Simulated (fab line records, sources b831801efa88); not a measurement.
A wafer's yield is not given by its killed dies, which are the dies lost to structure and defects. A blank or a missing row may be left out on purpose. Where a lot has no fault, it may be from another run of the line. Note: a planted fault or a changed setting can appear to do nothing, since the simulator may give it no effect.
A struck lot beside a sound one	flow sky130	14 out of 708 route steps
Sound: wafers L448.2, L448.5, L448.6. The struck wafers were L459.1, L459.4, L459.5. Last of all comes the cause.
For every step that has rows: the tool of each side, followed by ch and its chambers, followed by its first start. Under that, the readings that differ: sound wafers	struck wafers	difference of the means	sigmas: that difference in standard deviations of wafers without a fault.
alike: same words and numbers on both sides, and readings whose means sit less than 2 such deviations apart. not compared: any withheld reading, any reading some wafer has no value for, any bound like >300 that may hide the same value, and any number with overlapping values for which the record gives no deviation.
Wherever a step has rows on one side only, a row that says differs or no value, or a row with sigmas, the two part there. Numbers that don't overlap but have no deviation are shown without sigmas and don't part them. Lack of a reading on every wafer of one side parts them only where that side has two or more wafers.

SKY_NWELL_TW_MEAS_26:
  struck on film metro-02, day 8 18:47; sound on film metro-04, day 5 21:33
  alike: NWELL_2_TW
then, 1 step without rows for these wafers: SKY_NWELL_CLEAN_27 (cleans in SC1/SC2, time 150 s).
SKY_NWELL_RTA_28: time 30 s.
  sound on rtp anneal-01 ch 0, day 5 21:40; struck on rtp anneal-01 ch 0, day 8 18:54
  alike: lamp power pct, wafer_temp_C_max
SKY_NWELL_RS_MEAS_29: the measuring method here is four-point-probe.
  struck on film metro-02, day 8 19:00; sound on film metro-01, day 5 21:46
  alike: NWELL_RS
SKY_NWELL_RS_MEAS_31: the measuring method here is four-point-probe.
  struck on film metro-02, day 8 19:14; sound on film metro-01, day 5 22:01
  alike: PWDE_RS
then, 6 steps without rows for these wafers: SKY_VT_ADJUST_HVTP_DEHYDRATE_00 (time 60 s); SKY_VT_ADJUST_HVTP_HMDS_01 (prime time 60 s); SKY_VT_ADJUST_HVTP_COAT_02 (resist thk 1140 nm); SKY_VT_ADJUST_HVTP_SOFTBAKE_03 (time 60 s); SKY_VT_ADJUST_HVTP_EXPOSE_04 (exposes mask HVTPM, target cd 380 nm); SKY_VT_ADJUST_HVTP_PEB_05.
SKY_VT_ADJUST_HVTP_DEVELOP_06: develop time 60 s.
  sound on litho track-04 ch 0, day 6 16:41; struck on litho track-02 ch 0, day 9 16:22
reading	sound	struck	difference	sigmas
developer temp C (C)	23.06 22.90 22.98	23.94 24.03 23.84	+0.96	+9
  alike: chill plate temp C
SKY_VT_ADJUST_HVTP_CD_MEAS_07: target cd 380 nm.
  struck on cd sem-02, day 9 16:31; sound on cd sem-01, day 6 16:50
  alike: cd nm
-- the record jumps here: 39 days lie between the struck wafers' starts before and after (it left off in module VT_ADJUST_HVTP and takes up again in module PAD_OPEN, whose first step shown is number 708 of the route) --
SKY_PAD_OPEN_PROBE_99:
  struck on prober-01, day 49 02:05; sound on prober-02, day 46 07:25
  alike: killed_at_M0_to_M3, killed_at_M4_up, killed at contacts, killed at front end, killed at other, killed dies, killed open, killed short

== WHERE THEY PART ==
At SKY_VT_ADJUST_HVTP_DEVELOP_06 and nowhere else, as far as this record goes. Later steps at which nothing parts them and some readings are alike: SKY_VT_ADJUST_HVTP_CD_MEAS_07, SKY_PAD_OPEN_PROBE_99.

WHY: what had been put in by the simulator
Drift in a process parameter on litho track-02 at SKY_VT_ADJUST_HVTP_DEVELOP_06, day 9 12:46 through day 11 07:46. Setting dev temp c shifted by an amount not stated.
